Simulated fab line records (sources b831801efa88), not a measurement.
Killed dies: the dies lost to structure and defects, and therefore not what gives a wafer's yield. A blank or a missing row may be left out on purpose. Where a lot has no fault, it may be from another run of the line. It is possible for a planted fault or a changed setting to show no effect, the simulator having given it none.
fab line records	flow sky130
record: lots: 11	wafers: 33	last_day: 51
route steps=708 shown SD_N@353 LI_CONTACT@362
lots with no fault: from the same line, run without faults
start_h: hours from the record's opening day to when the first of the lot's shown wafers began	wait_h: time in hours since the lot's previous step	" identical to the entry in the row above	L1.1+2: a row that stands for several wafers	- no value, or no start was given	* or withheld: withheld	< > ~ a bound
route shown NAME@n: names a module that has steps shown in the file, with the first one's number in the route	usual: mean/standard deviation of fault-free wafers	same: alike in all rows	chamber/n: place in a boat	sites: per-site readings	_std_site: standard deviation across them	_edge_site: the outer-site mean with the inner-site mean subtracted	radius_mm: for every site, how far away it sits from the centre of the wafer	mask NAME#n: copy n	behind: the most recent tool/chamber to have shaped the wafer	hold: the reason the lot was held/the length of the hold in hours/how it ended	device: which transistor (n, p or np) failed to switch	end of line: the tests these same wafers got at the end of their route	a step with no rows: only its recipe	killed: at the first sort, the dies lost to defects and structure; wafer yield is something else	map: the dies of a wafer, with x for killed, . for not killed, _ for no die there
set.NAME: setting as actually run; set.NAME@STEP: the setting as run at that earlier step	model.NAME: the simulator's own value behind a step, which no gauge read
a sample of lots followed through the steps of the route, with each step as a table and each wafer as a row
services: a tool's chamber out of use, with start hour (start_h, from the record's first day; less than 0 if before it), hours out, and reason
== steps ==
step: SKY_SD_N_STRIP_11
recipe: chemistry: O2/N2	power_w: 1400	pressure_mtorr: 1500	platen_temp_c: withheld	o2_flow_sccm: 3000	n2_flow_sccm: 300	overash_fraction: 0.5
usual: chamber_pressure_mTorr: 1500.2/1.4	drypump_motor_current_A: 6.1/0.6	oes_product_au: 0.528/0.0051	strip_time_to_endpoint_s: 22.55/0.037
lot.wafer	tool	chamber	start_h	wait_h	chamber_pressure_mTorr	drypump_motor_current_A	oes_product_au	rf_hours_counter_h	strip_time_to_endpoint_s
L448.2	plasma_asher-01	0	680.08	0.1	1500.0	5.1	0.528	56	22.53
L448.3	"	1	"	"	1501.0	5.6	0.524	-	22.56
L448.4	"	0	"	"	1499.0	5.1	0.533	-	22.52
L449.3	plasma_asher-01	0	683.51	0.1	1500.4	5.1	0.526	-	22.51
L449.4	"	1	"	"	1499.4	5.6	0.523	-	22.54
L449.6	"	1	"	"	1498.0	5.6	0.514	-	22.54
L451.1	plasma_asher-01	1	694.78	0.1	1500.6	5.6	0.526	57	22.53
L451.2	"	0	"	"	1498.5	5.1	0.537	57	22.57
L451.3	"	0	"	"	1500.9	5.1	0.522	-	22.52
L452.1	plasma_asher-03	1	703.64	0.1	1501.9	6.8	0.523	88	22.55
L452.4	"	0	"	"	1501.5	5.9	0.529	-	22.49
L452.5	"	1	"	"	1497.9	6.8	0.530	-	22.57
L456.1	plasma_asher-03	1	735.53	0.1	1502.7	6.8	0.525	92	22.57
L456.2	"	0	"	"	1499.2	5.9	0.527	92	22.56
L456.6	"	1	"	"	1500.1	6.8	0.531	-	22.55
L463.1	plasma_asher-03	0	794.08	0.1	1500.5	5.9	0.527	98	22.61
L463.5	"	0	"	"	1499.3	5.9	0.525	-	22.56
L463.6	"	1	"	"	1500.6	6.8	0.526	-	22.58
L464.3	plasma_asher-03	1	798.32	0.1	1500.7	6.8	0.527	-	22.49
L464.4	"	0	"	"	1500.4	5.9	0.526	-	22.53
L464.5	"	0	"	"	1499.7	5.9	0.529	-	22.50
L466.1	plasma_asher-04	1	814.64	0.1	1499.7	6.3	0.515	7	22.60
L466.2	"	0	"	"	1501.3	6.5	0.529	7	22.56
L466.6	"	0	"	"	1498.7	6.5	0.533	-	22.58
L468.2	plasma_asher-04	0	822.43	0.1	1497.6	6.5	0.534	7	22.54
L468.4	"	1	"	"	1500.2	6.3	0.531	-	22.52
L468.5	"	0	"	"	1500.9	6.5	0.529	-	22.54
L470.1	plasma_asher-01	1	833.68	0.1	1503.0	5.6	0.525	71	22.57
L470.2	"	0	"	"	1500.6	5.1	0.529	71	22.55
L470.5	"	1	"	"	1500.4	5.6	0.522	-	22.51
L471.1	plasma_asher-01	1	843.03	0.1	1498.2	5.6	0.526	72	22.56
L471.2	"	0	"	"	1500.7	5.1	0.527	72	22.57
L471.4	"	0	"	"	1500.7	5.0	0.532	-	22.49
step: SKY_SD_N_RS_MEAS_16
recipe: thk_meas_gauge: four-point-probe
usual: SD_N_RS: 68.50/0.13
lot.wafer	tool	chamber	start_h	wait_h	SD_N_RS[ohm/sq]
L448.2	film_metro-02	-	680.48	0.1	68.50
L448.3	"	-	"	"	68.65
L448.4	"	-	"	"	68.55
L449.3	film_metro-03	-	683.90	0.1	68.29
L449.4	"	-	"	"	68.29
L449.6	"	-	"	"	68.36
L451.1	film_metro-02	-	695.16	0.1	68.40
L451.2	"	-	"	"	68.60
L451.3	"	-	"	"	68.58
L452.1	film_metro-01	-	704.02	0.1	68.70
L452.4	"	-	"	"	68.52
L452.5	"	-	"	"	68.67
L456.1	film_metro-02	-	735.91	0.1	68.45
L456.2	"	-	"	"	68.67
L456.6	"	-	"	"	68.56
L463.1	film_metro-03	-	794.55	0.1	68.45
L463.5	"	-	"	"	68.54
L463.6	"	-	"	"	68.59
L464.3	film_metro-03	-	798.71	0.1	68.33
L464.4	"	-	"	"	68.54
L464.5	"	-	"	"	68.28
L466.1	film_metro-02	-	815.03	0.1	68.58
L466.2	"	-	"	"	68.53
L466.6	"	-	"	"	68.69
L468.2	film_metro-01	-	822.84	0.1	68.55
L468.4	"	-	"	"	68.61
L468.5	"	-	"	"	68.65
L470.1	film_metro-01	-	834.06	0.1	68.45
L470.2	"	-	"	"	68.61
L470.5	"	-	"	"	68.48
L471.1	film_metro-03	-	843.41	0.1	68.36
L471.2	"	-	"	"	68.34
L471.4	"	-	"	"	68.50
step: SKY_LI_CONTACT_HDPCVD_00
recipe: material: PSG	target_thk_nm: 930	sigma_open_frac: 0.3	time_s: 155	temp_c: 600	sih4_flow_sccm: 60	pressure_mtorr: 6
usual: run_length_s: 183.2/0.71
lot.wafer	tool	chamber	start_h	wait_h	run_length_s
L448.2	hdpcvd-02	1	680.84	0.0	184.0
L448.3	"	2	"	"	184.2
L448.4	"	2	"	"	183.6
L449.3	hdpcvd-01	0	684.24	0.0	182.7
L449.4	"	0	"	"	182.7
L449.6	"	2	"	"	182.9
L451.1	hdpcvd-02	1	695.54	0.0	183.6
L451.2	"	2	"	"	184.0
L451.3	"	0	"	"	183.0
L452.1	hdpcvd-01	2	704.40	0.0	182.5
L452.4	"	0	"	"	182.1
L452.5	"	1	"	"	183.0
L456.1	hdpcvd-02	0	736.29	0.0	183.5
L456.2	"	1	"	"	183.5
L456.6	"	1	"	"	184.1
L463.1	hdpcvd-01	0	794.93	0.0	256.3
L463.5	"	1	"	"	182.9
L463.6	"	2	"	"	182.2
L464.3	hdpcvd-01	1	799.05	0.0	183.4
L464.4	"	0	"	"	256.3
L464.5	"	1	"	"	183.1
L466.1	hdpcvd-02	1	815.40	0.0	183.9
L466.2	"	0	"	"	183.2
L466.6	"	2	"	"	183.7
L468.2	hdpcvd-02	2	823.19	0.0	183.8
L468.4	"	1	"	"	183.7
L468.5	"	2	"	"	184.2
L470.1	hdpcvd-02	2	834.44	0.0	184.5
L470.2	"	1	"	"	183.6
L470.5	"	1	"	"	183.8
L471.1	hdpcvd-02	2	843.79	0.0	184.2
L471.2	"	1	"	"	184.1
L471.4	"	1	"	"	183.9
step: SKY_LI_CONTACT_THK_MEAS_01
recipe: reads: PSG_of_LI_CONTACT_HDPCVD_00
usual: LI_CONTACT_HDPCVD_THK: 930/12
lot.wafer	tool	chamber	start_h	wait_h	LI_CONTACT_HDPCVD_THK[nm]
L448.2	film_metro-03	-	680.95	0.1	942
L448.3	"	-	"	"	944
L448.4	"	-	"	"	938
L449.3	film_metro-03	-	684.36	0.1	919
L449.4	"	-	"	"	913
L449.6	"	-	"	"	904
L451.1	film_metro-03	-	695.64	0.1	922
L451.2	"	-	"	"	937
L451.3	"	-	"	"	928
L452.1	film_metro-03	-	704.50	0.1	899
L452.4	"	-	"	"	913
L452.5	"	-	"	"	910
L456.1	film_metro-03	-	736.39	0.1	918
L456.2	"	-	"	"	922
L456.6	"	-	"	"	926
L463.1	film_metro-03	-	795.03	0.1	1372
L463.5	"	-	"	"	930
L463.6	"	-	"	"	904
L464.3	film_metro-01	-	799.17	0.1	917
L464.4	"	-	"	"	1378
L464.5	"	-	"	"	917
L466.1	film_metro-01	-	815.51	0.1	940
L466.2	"	-	"	"	949
L466.6	"	-	"	"	953
L468.2	film_metro-01	-	823.31	0.1	941
L468.4	"	-	"	"	926
L468.5	"	-	"	"	943
L470.1	film_metro-02	-	834.54	0.1	950
L470.2	"	-	"	"	935
L470.5	"	-	"	"	943
L471.1	film_metro-02	-	843.89	0.1	953
L471.2	"	-	"	"	943
L471.4	"	-	"	"	944
step: SKY_LI_CONTACT_CMP_02
recipe: material: PSG	down_force_psi: 4	platen_rpm: 60	pad_velocity_m_s: 0.94248
usual: motor_current_A: 11.4/0.76	platen_rpm: 60.00/0.042	time_to_endpoint_s: 32.9/3
lot.wafer	tool	chamber	start_h	wait_h	motor_current_A	platen_rpm	time_to_endpoint_s
L448.2	cmp-01	2	681.00	0.0	11.4	59.93	33.5
L448.4	"	3	"	"	12.3	59.98	39.3
L448.3	"	0	"	"	11.4	59.98	37.2
L449.3	cmp-02	2	684.40	0.0	11.1	60.02	35.4
L449.4	"	3	"	"	11.2	60.05	31.3
L449.6	"	3	"	"	10.4	59.99	30.0
L451.3	cmp-02	2	695.70	0.0	11.0	59.92	34.8
L451.1	"	3	"	"	11.2	59.99	30.9
L451.2	"	0	"	"	10.5	60.03	34.0
L452.4	cmp-02	3	704.56	0.0	11.4	59.95	32.0
L452.1	"	2	"	"	10.5	60.03	33.2
L452.5	"	3	"	"	11.2	59.98	28.9
L456.1	cmp-01	0	736.45	0.1	11.9	59.98	32.5
L456.2	"	3	"	"	13.1	60.00	35.3
L456.6	"	0	"	"	11.7	60.04	34.4
L463.1	cmp-02	1	795.19	0.1	11.4	60.00	70.7
L463.6	"	3	"	"	11.5	59.95	25.6
L463.5	"	0	"	"	10.4	60.02	31.8
L464.4	cmp-02	2	799.21	0.0	11.0	60.01	77.1
L464.3	"	1	"	"	11.4	60.00	32.7
L464.5	"	2	"	"	10.8	60.00	29.2
L466.1	cmp-02	3	815.57	0.1	11.8	60.04	31.0
L466.2	"	2	"	"	10.8	59.99	34.1
L466.6	"	0	"	"	10.6	59.98	34.8
L468.2	cmp-02	1	823.36	0.0	10.9	60.08	32.9
L468.4	"	3	"	"	11.7	60.04	31.2
L468.5	"	1	"	"	11.9	59.98	32.7
L470.2	cmp-02	3	834.60	0.0	10.9	59.89	33.1
L470.1	"	2	"	"	11.0	59.94	35.2
L470.5	"	3	"	"	11.0	60.02	37.6
L471.2	cmp-01	3	843.95	0.0	12.8	59.97	33.1
L471.1	"	1	"	"	11.5	59.96	35.4
L471.4	"	2	"	"	10.9	60.09	28.0
step: SKY_LI_CONTACT_ETCH_15
recipe: target: PSG	chemistry: C4F8/O2/Ar	stop_on: Si	taper_deg: 4.15	mask_material: KrF-thick	source_w: 1500	bias_w: 1200	pressure_mtorr: 40	c4f8_flow_sccm: withheld	O2_flow_sccm: 6	Ar_flow_sccm: 300	time_s: withheld	target_depth_a: 6000
usual: chamber_pressure_mTorr: 40.00/0.037	oes_product_au: 0.838/0.0051
lot.wafer	tool	chamber	start_h	wait_h	chamber_pressure_mTorr	oes_product_au
L448.2	rie_diel-02	0	710.37	0.0	40.00	0.834
L448.3	"	1	"	"	40.01	0.838
L448.4	"	2	"	"	39.99	0.835
L449.3	rie_diel-01	0	713.20	0.0	40.06	0.841
L449.4	"	3	"	"	39.97	0.839
L449.6	"	1	"	"	39.94	0.838
L451.1	rie_diel-02	2	724.38	0.0	40.00	0.842
L451.2	"	3	"	"	39.92	0.829
L451.3	"	0	"	"	39.98	0.840
L452.1	rie_diel-01	1	733.48	0.0	39.99	0.833
L452.4	"	3	"	"	40.04	0.831
L452.5	"	1	"	"	40.03	0.836
L456.1	rie_diel-03	2	764.70	0.0	39.96	0.840
L456.2	"	1	"	"	39.94	0.837
L456.6	"	3	"	"	39.98	0.836
L463.1	rie_diel-02	1	822.58	0.0	40.02	0.840
L463.5	"	3	"	"	40.00	0.841
L463.6	"	0	"	"	40.02	0.845
L464.3	rie_diel-03	3	826.23	0.0	40.02	0.843
L464.4	"	2	"	"	39.99	0.850
L464.5	"	1	"	"	39.98	0.833
L466.1	rie_diel-02	2	843.30	0.0	40.06	0.844
L466.2	"	3	"	"	40.06	0.832
L466.6	"	3	"	"	40.06	0.834
L468.2	rie_diel-02	3	850.87	0.0	39.95	0.839
L468.4	"	0	"	"	40.02	0.841
L468.5	"	3	"	"	40.02	0.828
L470.1	rie_diel-03	0	862.42	0.0	40.00	0.838
L470.2	"	2	"	"	40.01	0.833
L470.5	"	0	"	"	40.06	0.838
L471.1	rie_diel-01	0	870.63	0.0	39.99	0.835
L471.2	"	1	"	"	39.96	0.837
L471.4	"	2	"	"	40.04	0.835
== services ==
tool	chamber	start_h	hours	kind
plasma_asher-01	-	657.93	1.7	repair
cmp-01	-	667.30	2.0	repair
hdpcvd-01	-	668.22	1.6	repair
rie_diel-02	3	675.74	6.4	repair
rie_diel-03	2	682.70	3.8	repair
hdpcvd-02	-	686.29	0.8	pm
hdpcvd-02	0	711.85	6.6	repair
cmp-02	-	718.95	16.1	repair
plasma_asher-01	-	731.69	2.8	pm
hdpcvd-01	1	740.22	18.6	repair
cmp-02	-	744.37	4.0	pm
rie_diel-02	-	758.75	0.4	repair
plasma_asher-03	-	770.12	1.5	repair
rie_diel-02	2	779.35	3.5	repair
plasma_asher-01	-	783.43	7.0	repair
plasma_asher-01	-	788.89	2.9	repair
hdpcvd-02	0	802.25	10.7	repair
hdpcvd-01	0	805.63	5.8	repair
hdpcvd-01	0	820.38	18.9	repair
cmp-02	-	839.22	6.5	pm
hdpcvd-01	-	847.88	3.1	repair
hdpcvd-01	-	851.02	6.0	pm
rie_diel-02	-	865.48	1.3	repair
rie_diel-02	3	869.92	11.1	repair
== key ==
first_sign: step: SKY_LI_CONTACT_HDPCVD_00	reading: run_length_s	direction: up	sigmas: 99+	usual: *	struck: *
effect: step: SKY_LI_CONTACT_THK_MEAS_01	reading: LI_CONTACT_HDPCVD_THK	direction: up	sigmas: 36	usual: 930	struck: 1375
effect: step: SKY_LI_CONTACT_CMP_02	reading: time_to_endpoint_s	direction: up	sigmas: 14	usual: *	struck: *
met_at SKY_LI_CONTACT_HDPCVD_00
struck_lots L463,L464
struck_wafers L463.1,L464.4
tester_left_out L463,L464
not_acting_at SKY_SD_N_STRIP_11,SKY_SD_N_RS_MEAS_16,SKY_LI_CONTACT_ETCH_15
onset_between 704.40 794.93
fault: kind: process_parameter_drift	tool: hdpcvd-01	chamber: 0	onset_h: 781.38	steps: SKY_LI_CONTACT_HDPCVD_00	channel: time_s	offset: *	shape: step	end_h: 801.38	acts_in: *	stated: *
tester_left_out: of these lots the tester's yield and bins aren't shown, on N5 and GAA mostly nor the transistor test; their killed dies are dies lost to structure and defects alone, not to doping, threshold or leakage, so they don't give the yield
